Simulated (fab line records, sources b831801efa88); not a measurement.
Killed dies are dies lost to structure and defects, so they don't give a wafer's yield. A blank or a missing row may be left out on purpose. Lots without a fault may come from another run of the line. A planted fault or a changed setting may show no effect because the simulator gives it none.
A struck lot beside a sound one | flow sky130 | 13 steps out of a route of 708
Sound: wafers L301.1, L301.3, L301.5. Struck: wafers L290.2, L290.3, L290.4. The cause comes at the end.
At each step with rows: each side's tool, then ch and its chambers, then its first start. Under that, the readings that differ: sound wafers | struck wafers | difference of the means | sigmas: that difference in standard deviations of wafers without a fault.
alike: readings whose means differ by less than 2 such deviations, and words and numbers that are the same on both sides. not compared: withheld readings, readings that some wafer has no value for, bounds like >300 that may hide the same value, and numbers for which the record gives no deviation and whose values overlap.
The two part at a step that has a row with sigmas, a row that says differs or no value, or rows on one side only. Numbers that don't overlap but have no deviation are shown without sigmas and don't part them. A reading that every wafer of one side lacks parts them only if that side has two wafers or more.

first, 5 steps without rows for these wafers: SKY_FIELD_ISO_WET_ETCH_18 (etches Si3N4 in H3PO4, target depth 25 nm, time 286 s); SKY_FIELD_ISO_CLEAN_19 (cleans in SC1/SC2, time 150 s); SKY_FIELD_ISO_CLEAN_20 (cleans in dHF, time 20 s); SKY_FIELD_ISO_WET_ETCH_21 (etches SiO2 in dHF, target depth 20 nm, time 400 s); SKY_FIELD_ISO_OXIDATION_22 (stabilise 600 s, purge 300 s, target thk 10 nm).
SKY_FIELD_ISO_THK_MEAS_23:
  sound on film_metro-04, day 5 16:49; struck on film_metro-03, day 3 06:06
  alike: FIELD_ISO_OXIDATION_01_THK
then, 1 step without rows for these wafers: SKY_FIELD_ISO_CVD_24 (deposits SiO2, target thk 595 nm, time 99.2 s).
SKY_FIELD_ISO_THK_MEAS_25:
  sound on film_metro-01, day 5 16:56; struck on film_metro-04, day 3 06:14
  alike: FIELD_ISO_CVD_24_THK
then, 1 step without rows for these wafers: SKY_FIELD_ISO_ANNEAL_26 (time 1800 s).
SKY_FIELD_ISO_CMP_27: polishes, stops on Si3N4, t overpolish 16 s, target thk 457.8 nm.
  sound on cmp-01 ch 1,2,3, day 5 18:30; struck on cmp-02 ch 0,2,3, day 3 07:47
  reading                | sound       | struck      | difference | sigmas
  time_to_endpoint_s (s) | 112 112 110 | 124 117 117 | +8         | +2
  alike: motor_current_A, overpolish_run_s
then, 2 steps without rows for these wafers: SKY_FIELD_ISO_WET_ETCH_28 (etches SiO2 in dHF, target depth 23.7 nm, time 47 s); SKY_FIELD_ISO_WET_ETCH_29 (etches Si3N4 in H3PO4, target depth 160 nm, time 1825 s).
SKY_FIELD_ISO_WET_ETCH_30: etches SiO2 in dHF, target depth 25 nm, time 50 s.
  sound on wet_bench-01 ch 3, day 5 19:23; struck on wet_bench-01 ch 0, day 3 08:37
  no value came back on the struck wafers for bath_heat_duty_pct (%), run_length_s (s), time_s (s); on the sound wafers bath_heat_duty_pct (%) reads 6.5 6.0 6.7
  reading                                          | sound             | struck            | difference | sigmas
  model.SiO2_of_FIELD_ISO_CVD_24.thk_nm (nm)       | 405.4 404.1 403.4 | 433.3 432.8 431.6 | +28.3      |
  model.SiO2_of_FIELD_ISO_OXIDATION_01.thk_nm (nm) | 0 0 0             | 11.22 11.21 11.27 | +11.23     |

WHERE THEY PART
First at SKY_FIELD_ISO_CMP_27; last, within this record, at SKY_FIELD_ISO_WET_ETCH_30.

WHY: what the simulator had put in
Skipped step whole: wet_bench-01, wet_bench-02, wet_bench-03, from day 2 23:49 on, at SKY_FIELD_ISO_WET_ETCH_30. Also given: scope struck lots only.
